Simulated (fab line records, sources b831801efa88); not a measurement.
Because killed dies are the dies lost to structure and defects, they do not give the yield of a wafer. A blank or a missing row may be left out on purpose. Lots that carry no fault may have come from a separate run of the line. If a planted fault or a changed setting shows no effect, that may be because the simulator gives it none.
What tool caused it? | flow sky130 | 13 lots with 39 wafers sampled at 3 steps, on a route of 708 steps

WHAT THE GAUGES SHOWED, per wafer
SKY_NWELL_OVL_MEAS_10.
lot  | measured     | on         | NWELL_00_OVL (nm)
L999 | day 5 09:08  | overlay-01 | -1.3 -2.1 -1.4
L100 | day 5 14:23  | overlay-02 | -2.3 -1.4 -2.8
L101 | day 5 19:34  | overlay-01 | -0.4 -0.7 0.3
L102 | day 6 00:59  | overlay-02 | 0.1 1.4 1.1
L103 | day 6 07:49  | overlay-01 | -1.0 -0.4 -0.6
L104 | day 6 14:19  | overlay-02 | -1.2 -1.0 -0.7
L111 | day 8 05:19  | overlay-01 | 1.1 1.5 1.1
L112 | day 8 10:49  | overlay-01 | -1.6 -1.5 0.6
L113 | day 8 16:28  | overlay-02 | -3.9 -3.2 -3.0
L114 | day 8 22:16  | overlay-02 | 1.3 0.1 -1.2
L115 | day 9 03:10  | overlay-02 | -2.3 -1.2 -1.1
L116 | day 9 11:10  | overlay-01 | 0.1 2.7 0.9
L119 | day 10 07:47 | overlay-02 | -2.5 -0.9 -3.2

SKY_VT_ADJUST_LVTN_OVL_MEAS_07.
lot  | measured     | on         | VT_ADJUST_LVTN_OVL (nm)
L999 | day 7 18:47  | overlay-01 | -0.5 -1.2 -1.9
L100 | day 8 00:50  | overlay-02 | 0.1 -1.9 1.5
L101 | day 8 07:32  | overlay-02 | -1.8 -2.3 -1.0
L102 | day 8 13:52  | overlay-02 | 0.5 -0.5 0.8
L103 | day 8 19:16  | overlay-02 | -1.2 1.4 -0.6
L104 | day 9 03:55  | overlay-01 | 0.4 0.4 -1.6
L111 | day 11 00:41 | overlay-02 | 1.0 0.4 0.3
L112 | day 11 05:40 | overlay-01 | -2.1 -0.4 -0.6
L113 | day 11 12:41 | overlay-01 | 3.8 3.6 1.3
L114 | day 11 18:50 | overlay-01 | -1.1 -1.6 0.4
L115 | day 11 23:31 | overlay-02 | -1.3 -1.2 -1.0
L116 | day 12 07:58 | overlay-02 | -2.5 -2.5 -1.9
L119 | day 13 08:05 | overlay-02 | -1.6 -3.8 -1.6

SKY_VT_ADJUST_LVTN_OVL_MEAS_18.
lot  | measured     | on         | VT_ADJUST_LVTN_01_OVL (nm)
L999 | day 8 15:26  | overlay-02 | 1.7 0.8 0.3
L100 | day 8 21:20  | overlay-02 | 1.3 1.7 2.0
L101 | day 9 04:32  | overlay-01 | -0.4 -1.2 -0.9
L102 | day 9 10:49  | overlay-02 | -0.9 1.8 0.6
L103 | day 9 16:25  | overlay-02 | 3.4 1.2 1.3
L104 | day 10 01:55 | overlay-01 | -1.2 0.4 -1.2
L111 | day 12 00:07 | overlay-02 | -1.7 -0.6 -0.7
L112 | day 12 05:53 | overlay-02 | 0.5 1.5 -1.2
L113 | day 12 13:08 | overlay-02 | 0.1 0.6 -1.2
L114 | day 12 18:05 | overlay-02 | -0.7 -0.4 0.9
L115 | day 12 23:07 | overlay-02 | 0.3 -0.6 -0.3
L116 | day 13 08:11 | overlay-02 | -0.5 -2.9 -1.9
L119 | day 14 09:53 | overlay-01 | 0.1 1.5 0.3

EACH LOT AND THE TOOL THAT RAN IT (in order: tool; ch and the chambers of the sampled wafers; start)
Record: no process step prior to these readings.

AS READ BY THE TOOLS THEMSELVES (means over the sampled wafers that have a number; for cases with no such wafer, the mark the record gives instead)
The record holds no such reading with a usual standard deviation.

THE ANSWER, worked out from the rows above alone
Rule: what is usual is taken from the lots themselves. The widest of any qualifying gaps counts: lots, ordered by their means at a reading, are off when they make up no more than a third of the lots, leave a main group of 4 or more, and stand apart from it by 3 or more times the standard deviation of that group's means. A main group whose means are all the same, to the digits that the tables above print for the reading, isn't used. Also off: a lot with no number at a reading for which 4 or more lots have one. All remaining lots with rows at the step are treated as sound. First the gauges in route order, then the tools' own readings, where a lot's mean is used as printed above. At the first step where some lot is off, the reading lying furthest off is the one used; lots without a number count as furthest.
No lot is off on any of the readings shown, so nothing can be concluded from this.

WHAT THE SIMULATOR HAD PUT IN
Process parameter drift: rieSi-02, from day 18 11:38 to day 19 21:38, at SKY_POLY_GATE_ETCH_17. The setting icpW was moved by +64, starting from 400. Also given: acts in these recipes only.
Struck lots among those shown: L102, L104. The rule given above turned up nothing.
